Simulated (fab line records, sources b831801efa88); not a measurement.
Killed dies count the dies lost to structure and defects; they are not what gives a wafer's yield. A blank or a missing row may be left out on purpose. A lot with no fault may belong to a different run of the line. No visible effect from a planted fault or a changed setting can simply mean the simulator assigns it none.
fab line records    flow sky130
[record] lots = 13  wafers = 39  last-day = 50
route steps=708 shown FIELD_ISO@3 NWELL@60 VT_ADJUST_LVTN@118 SONOS_TUNNEL@162
lots with no fault: from the same line, run without faults
start-h: the number of hours between the record's first day and the start of the first shown wafer of the lot    wait-h: hours elapsed since this lot's preceding step    " unchanged from the row above    L1.1+2: a single row standing in for several wafers    - no value present, or no start provided    * or withheld: withheld    < > ~ a bound
route shown NAME@n: names a module that has steps shown in the file, with the first one's number in the route    usual: the fault-free wafers' mean and standard deviation    same: alike in all rows    chamber/n: place in a boat    sites: each site's reading    _std_site: how widely they spread, as a standard deviation    _edge_site: inner sites' mean taken away from outer sites' mean    radius-mm: for every site, how far away it sits from the centre of the wafer    mask NAME#n: copy n    behind: the tool/chamber that last shaped the wafer    hold: reason for holding the lot/hours on hold/outcome of the hold    device: the n, p or np transistor that did not switch    end of line: the route-end tests of the same wafers    step lacking rows: just its recipe    killed: count of dies lost to structure and defects at first sort (not the wafer's yield)    map: a wafer's dies, x killed, . not, _ none there
set.NAME: setting as actually run; set.NAME@STEP: the setting as run at that earlier step    model.NAME: the simulator's own value behind a step, which no gauge read
one table for each step of the route and one row for each wafer, over a sample of lots
services: a tool's chamber out of use, with start hour (start-h, from the record's first day; less than 0 if before it), hours out, and reason
[[steps]]
[step SKY_FIELD_ISO_THK_MEAS_02]
[recipe] reads = SiO2_of_FIELD_ISO_OXIDATION_01
[usual] FIELD_ISO_OXIDATION_00_THK = 11.97/0.21
lot.wafer  tool           chamber  start-h  wait-h  FIELD_ISO_OXIDATION_00_THK[nm]
L276.2     film-metro-02  -        11.64    0.0     12.18
L276.3     "              -        "        "       11.88
L276.6     "              -        "        "       11.99
L277.1     film-metro-01  -        16.95    0.0     12.50
L277.2     "              -        "        "       12.27
L277.3     "              -        "        "       12.49
L280.3     film-metro-02  -        35.17    0.0     11.90
L280.4     "              -        "        "       12.11
L280.5     "              -        "        "       11.79
L281.2     film-metro-01  -        37.84    0.0     12.16
L281.5     "              -        "        "       12.12
L281.6     "              -        "        "       12.28
L283.1     film-metro-04  -        47.30    0.0     12.11
L283.4     "              -        "        "       11.96
L283.5     "              -        "        "       12.13
L284.4     film-metro-01  -        51.96    0.0     11.78
L284.5     "              -        "        "       11.61
L284.6     "              -        "        "       11.88
L285.1     film-metro-01  -        56.66    0.0     11.71
L285.2     "              -        "        "       11.61
L285.3     "              -        "        "       11.92
L287.1     film-metro-01  -        68.23    0.0     11.85
L287.2     "              -        "        "       11.34
L287.5     "              -        "        "       11.61
L288.3     film-metro-02  -        72.32    0.0     12.16
L288.5     "              -        "        "       12.07
L288.6     "              -        "        "       12.09
L294.1     film-metro-04  -        102.31   0.0     11.96
L294.2     "              -        "        "       12.00
L294.6     "              -        "        "       12.02
L297.3     film-metro-01  -        117.25   0.0     11.97
L297.4     "              -        "        "       11.96
L297.5     "              -        "        "       12.06
L298.2     film-metro-01  -        124.55   0.0     11.63
L298.3     "              -        "        "       11.80
L298.4     "              -        "        "       11.78
L299.3     film-metro-04  -        127.74   0.0     11.82
L299.4     "              -        "        "       11.87
L299.5     "              -        "        "       11.88
[step SKY_NWELL_EXPOSE_07]
[recipe] mask-id = NWM  na = 0.6  source-shape = conventional  sigma-outer = 0.6  polarization = unpolarized  target-cd-nm = 840  dose-mj = 255
[usual] stage-vel-mm-s = 500.02/0.23
lot.wafer  tool              chamber  start-h  wait-h  mask              stage-vel-mm-s
L276.2     iline-stepper-01  0        79.61    -       NWM#0             499.86
L276.3     "                 0        "        "       NWM#0             500.09
L276.6     "                 0        "        "       NWM#0             499.86
L277.1     iline-stepper-01  0        81.04    -       NWM#0             500.24
L277.2     "                 0        "        "       NWM#0             499.88
L277.3     "                 0        "        "       NWM#0             499.96
L280.3     iline-stepper-01  0        101.88   -       NWM#0             500.31
L280.4     "                 0        "        "       NWM#0             500.15
L280.5     "                 0        "        "       NWM#0             500.37
L281.2     iline-stepper-02  0        109.59   -       NWM#0             499.95
L281.5     "                 0        "        "       NWM#0             500.49
L281.6     "                 0        "        "       NWM#0             500.03
L283.1     iline-stepper-02  0        117.29   -       NWM#0             500.08
L283.4     "                 0        "        "       NWM#0             500.21
L283.5     "                 0        "        "       NWM#0             500.06
L284.4     iline-stepper-02  0        123.12   -       NWM#0             499.91
L284.5     "                 0        "        "       NWM#0             500.31
L284.6     "                 0        "        "       NWM#0             500.08
L285.1     iline-stepper-01  0        128.04   -       NWM#0             499.85
L285.2     "                 0        "        "       NWM#0             499.98
L285.3     "                 0        "        "       NWM#0             500.26
L287.1     iline-stepper-01  0        140.54   -       NWM_COMPLEMENT#0  500.17
L287.2     "                 0        "        "       NWM_COMPLEMENT#0  500.25
L287.5     "                 0        "        "       NWM_COMPLEMENT#0  499.74
L288.3     iline-stepper-01  0        145.90   -       NWM#0             500.09
L288.5     "                 0        "        "       NWM#0             500.23
L288.6     "                 0        "        "       NWM#0             500.47
L294.1     iline-stepper-01  0        184.19   -       NWM#0             499.84
L294.2     "                 0        "        "       NWM#0             499.94
L294.6     "                 0        "        "       NWM#0             499.78
L297.3     iline-stepper-01  0        197.08   -       NWM#0             500.19
L297.4     "                 0        "        "       NWM#0             500.05
L297.5     "                 0        "        "       NWM#0             499.61
L298.2     iline-stepper-02  0        206.76   -       NWM#0             499.80
L298.3     "                 0        "        "       NWM#0             499.47
L298.4     "                 0        "        "       NWM#0             499.72
L299.3     iline-stepper-01  0        211.15   -       NWM#0             500.39
L299.4     "                 0        "        "       NWM#0             500.46
L299.5     "                 0        "        "       NWM#0             500.26
[step SKY_NWELL_OVL_MEAS_10]
[usual] NWELL_00_OVL = 1.0/1.6
lot.wafer  tool        chamber  start-h  wait-h  NWELL_00_OVL[nm]
L276.2     overlay-02  -        88.06    -       2.6
L276.3     "           -        "        "       1.9
L276.6     "           -        "        "       2.2
L277.1     overlay-02  -        93.14    -       -0.4
L277.2     "           -        "        "       -2.4
L277.3     "           -        "        "       -1.4
L280.3     overlay-02  -        111.55   -       2.2
L280.4     "           -        "        "       1.5
L280.5     "           -        "        "       0.4
L281.2     overlay-02  -        117.98   -       0.7
L281.5     "           -        "        "       1.7
L281.6     "           -        "        "       1.2
L283.1     overlay-02  -        126.56   -       1.7
L283.4     "           -        "        "       1.5
L283.5     "           -        "        "       0.8
L284.4     overlay-02  -        132.51   -       1.1
L284.5     "           -        "        "       0.4
L284.6     "           -        "        "       1.2
L285.1     overlay-02  -        136.91   -       -1.2
L285.2     "           -        "        "       -1.1
L285.3     "           -        "        "       -1.1
L287.1     overlay-02  -        150.79   -       -
L287.2     "           -        "        "       -
L287.5     "           -        "        "       -
L288.3     overlay-02  -        156.00   -       -0.4
L288.5     "           -        "        "       -1.2
L288.6     "           -        "        "       -2.7
L294.1     overlay-02  -        195.14   -       -1.7
L294.2     "           -        "        "       -0.5
L294.6     "           -        "        "       -0.3
L297.3     overlay-02  -        207.35   -       1.2
L297.4     "           -        "        "       1.0
L297.5     "           -        "        "       0.1
L298.2     overlay-02  -        217.25   -       0.2
L298.3     "           -        "        "       -0.3
L298.4     "           -        "        "       -0.4
L299.3     overlay-02  -        221.70   -       3.3
L299.4     "           -        "        "       1.3
L299.5     "           -        "        "       2.7
[step SKY_NWELL_TW_MEAS_15]
[usual] NWELL_TW = 1823/17
lot.wafer  tool           chamber  start-h  wait-h  NWELL_TW
L276.2     film-metro-01  -        88.65    0.1     1831
L276.3     "              -        "        "       1832
L276.6     "              -        "        "       1836
L277.1     film-metro-01  -        93.73    0.1     1825
L277.2     "              -        "        "       1827
L277.3     "              -        "        "       1828
L280.3     film-metro-01  -        112.15   0.1     1831
L280.4     "              -        "        "       1830
L280.5     "              -        "        "       1825
L281.2     film-metro-01  -        118.57   0.1     1834
L281.5     "              -        "        "       1833
L281.6     "              -        "        "       1827
L283.1     film-metro-01  -        127.15   0.1     1839
L283.4     "              -        "        "       1841
L283.5     "              -        "        "       1837
L284.4     film-metro-03  -        133.11   0.1     1800
L284.5     "              -        "        "       1790
L284.6     "              -        "        "       1799
L285.1     film-metro-01  -        137.50   0.1     1837
L285.2     "              -        "        "       1849
L285.3     "              -        "        "       1854
L287.1     film-metro-01  -        151.38   0.1     30
L287.2     "              -        "        "       30
L287.5     "              -        "        "       30
L288.3     film-metro-02  -        156.60   0.1     1842
L288.5     "              -        "        "       1838
L288.6     "              -        "        "       1845
L294.1     film-metro-02  -        195.73   0.1     1811
L294.2     "              -        "        "       1810
L294.6     "              -        "        "       1826
L297.3     film-metro-03  -        207.95   0.1     1807
L297.4     "              -        "        "       1801
L297.5     "              -        "        "       1810
L298.2     film-metro-01  -        217.84   0.1     1830
L298.3     "              -        "        "       1841
L298.4     "              -        "        "       1828
L299.3     film-metro-01  -        222.30   0.1     1834
L299.4     "              -        "        "       1825
L299.5     "              -        "        "       1823
[step SKY_NWELL_TW_MEAS_26]
[usual] NWELL_2_TW = 497/4.9
lot.wafer  tool           chamber  start-h  wait-h  NWELL_2_TW
L276.2     film-metro-03  -        105.84   0.1     490
L276.3     "              -        "        "       492
L276.6     "              -        "        "       493
L277.1     film-metro-02  -        110.53   0.1     498
L277.2     "              -        "        "       500
L277.3     "              -        "        "       502
L280.3     film-metro-02  -        130.90   0.1     496
L280.4     "              -        "        "       498
L280.5     "              -        "        "       499
L281.2     film-metro-02  -        137.91   0.1     497
L281.5     "              -        "        "       497
L281.6     "              -        "        "       498
L283.1     film-metro-01  -        146.68   0.1     504
L283.4     "              -        "        "       502
L283.5     "              -        "        "       502
L284.4     film-metro-03  -        152.91   0.1     491
L284.5     "              -        "        "       493
L284.6     "              -        "        "       489
L285.1     film-metro-02  -        157.95   0.1     503
L285.2     "              -        "        "       502
L285.3     "              -        "        "       502
L287.1     film-metro-03  -        172.23   0.1     1804
L287.2     "              -        "        "       1807
L287.5     "              -        "        "       1806
L288.3     film-metro-01  -        177.10   0.1     501
L288.5     "              -        "        "       501
L288.6     "              -        "        "       501
L294.1     film-metro-02  -        216.25   0.1     502
L294.2     "              -        "        "       501
L294.6     "              -        "        "       499
L297.3     film-metro-02  -        229.35   0.1     501
L297.4     "              -        "        "       498
L297.5     "              -        "        "       498
L298.2     film-metro-02  -        240.96   0.1     501
L298.3     "              -        "        "       500
L298.4     "              -        "        "       502
L299.3     film-metro-02  -        245.90   0.1     498
L299.4     "              -        "        "       501
L299.5     "              -        "        "       501
[step SKY_VT_ADJUST_LVTN_TW_MEAS_21]
[usual] VT_ADJUST_LVTN_2_TW = 187.3/1.6
lot.wafer  tool           chamber  start-h  wait-h  VT_ADJUST_LVTN_2_TW
L276.2     film-metro-04  -        163.54   0.1     186.7
L276.3     "              -        "        "       186.2
L276.6     "              -        "        "       186.9
L277.1     film-metro-04  -        169.48   0.1     186.9
L277.2     "              -        "        "       187.6
L277.3     "              -        "        "       187.4
L280.3     film-metro-03  -        194.62   0.1     187.6
L280.4     "              -        "        "       187.3
L280.5     "              -        "        "       187.0
L281.2     film-metro-03  -        201.33   0.1     186.7
L281.5     "              -        "        "       186.6
L281.6     "              -        "        "       187.4
L283.1     film-metro-03  -        209.04   0.1     187.5
L283.4     "              -        "        "       186.5
L283.5     "              -        "        "       186.4
L284.4     film-metro-04  -        216.58   0.1     187.0
L284.5     "              -        "        "       187.0
L284.6     "              -        "        "       186.9
L285.1     film-metro-01  -        221.75   0.1     189.8
L285.2     "              -        "        "       189.2
L285.3     "              -        "        "       189.5
L287.1     film-metro-03  -        237.28   0.1     185.8
L287.2     "              -        "        "       184.9
L287.5     "              -        "        "       185.8
L288.3     film-metro-04  -        243.72   0.1     187.1
L288.5     "              -        "        "       186.5
L288.6     "              -        "        "       185.8
L294.1     film-metro-04  -        287.24   0.2     188.6
L294.2     "              -        "        "       188.4
L294.6     "              -        "        "       188.4
L297.3     film-metro-04  -        301.52   0.1     190.5
L297.4     "              -        "        "       189.3
L297.5     "              -        "        "       190.6
L298.2     film-metro-01  -        315.46   0.1     189.2
L298.3     "              -        "        "       189.9
L298.4     "              -        "        "       191.2
L299.3     film-metro-03  -        320.58   0.1     186.8
L299.4     "              -        "        "       186.9
L299.5     "              -        "        "       187.4
[step SKY_SONOS_TUNNEL_OVL_MEAS_08]
[usual] SONOS_TUNNEL_OVL = -0.1/1.2
lot.wafer  tool        chamber  start-h  wait-h  SONOS_TUNNEL_OVL[nm]
L276.2     overlay-02  -        250.47   0.1     1.6
L276.3     "           -        "        "       1.3
L276.6     "           -        "        "       2.1
L277.1     overlay-02  -        255.40   0.1     -2.2
L277.2     "           -        "        "       -0.5
L277.3     "           -        "        "       -1.4
L280.3     overlay-02  -        284.97   0.1     1.3
L280.4     "           -        "        "       2.6
L280.5     "           -        "        "       0.5
L281.2     overlay-02  -        293.34   0.1     -0.8
L281.5     "           -        "        "       0.6
L281.6     "           -        "        "       -0.5
L283.1     overlay-02  -        303.18   0.1     0.7
L283.4     "           -        "        "       -0.1
L283.5     "           -        "        "       -0.9
L284.4     overlay-02  -        310.39   0.1     -0.4
L284.5     "           -        "        "       -1.5
L284.6     "           -        "        "       1.5
L285.1     overlay-02  -        319.72   0.1     0.0
L285.2     "           -        "        "       -0.4
L285.3     "           -        "        "       1.1
L287.1     overlay-02  -        336.02   0.1     -1.6
L287.2     "           -        "        "       -0.5
L287.5     "           -        "        "       -1.3
L288.3     overlay-02  -        344.72   0.1     -0.3
L288.5     "           -        "        "       0.8
L288.6     "           -        "        "       0.1
L294.1     overlay-01  -        393.38   0.1     -0.8
L294.2     "           -        "        "       -1.8
L294.6     "           -        "        "       -1.6
L297.3     overlay-01  -        412.09   0.1     -0.7
L297.4     "           -        "        "       0.4
L297.5     "           -        "        "       0.5
L298.2     overlay-02  -        427.19   0.1     -1.1
L298.3     "           -        "        "       -0.7
L298.4     "           -        "        "       0.1
L299.3     overlay-01  -        435.97   0.1     -0.2
L299.4     "           -        "        "       -0.1
L299.5     "           -        "        "       1.3
[[services]]
tool              chamber  start-h  hours  kind
iline-stepper-01  -        90.25    1.7    pm
[[key]]
[first-sign] step = SKY_NWELL_EXPOSE_07  reading = mask  direction = changed
[effect] step = SKY_NWELL_OVL_MEAS_10  reading = NWELL_00_OVL  direction = missing
[effect] step = SKY_NWELL_TW_MEAS_15  reading = NWELL_TW  direction = down  sigmas = 99+  usual = 1823  struck = 30
[effect] step = SKY_NWELL_TW_MEAS_26  reading = NWELL_2_TW  direction = up  sigmas = 99+  usual = 497  struck = 1805
met-at SKY_NWELL_EXPOSE_07
struck-lots L287
sort-left-out L287.1,L287.2,L287.5
tester-left-out L287
not-acting-at SKY_FIELD_ISO_THK_MEAS_02,SKY_VT_ADJUST_LVTN_TW_MEAS_21,SKY_SONOS_TUNNEL_OVL_MEAS_08
onset-between 128.04 140.54
[fault] kind = wrong-mask  tool = any  chamber = -  onset-h = 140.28  steps = SKY_NWELL_EXPOSE_07  aux-copy = NWM_COMPLEMENT#0  scope = struck-lots-only
// tester-left-out: of these lots the tester's yield and bins aren't shown, on N5 and GAA mostly nor the transistor test; their killed dies are dies lost to structure and defects alone, not to doping, threshold or leakage, so they don't give the yield
// sort-left-out: the simulated sort isn't trusted on such a fault, so these wafers' sort isn't shown, and their yield isn't known
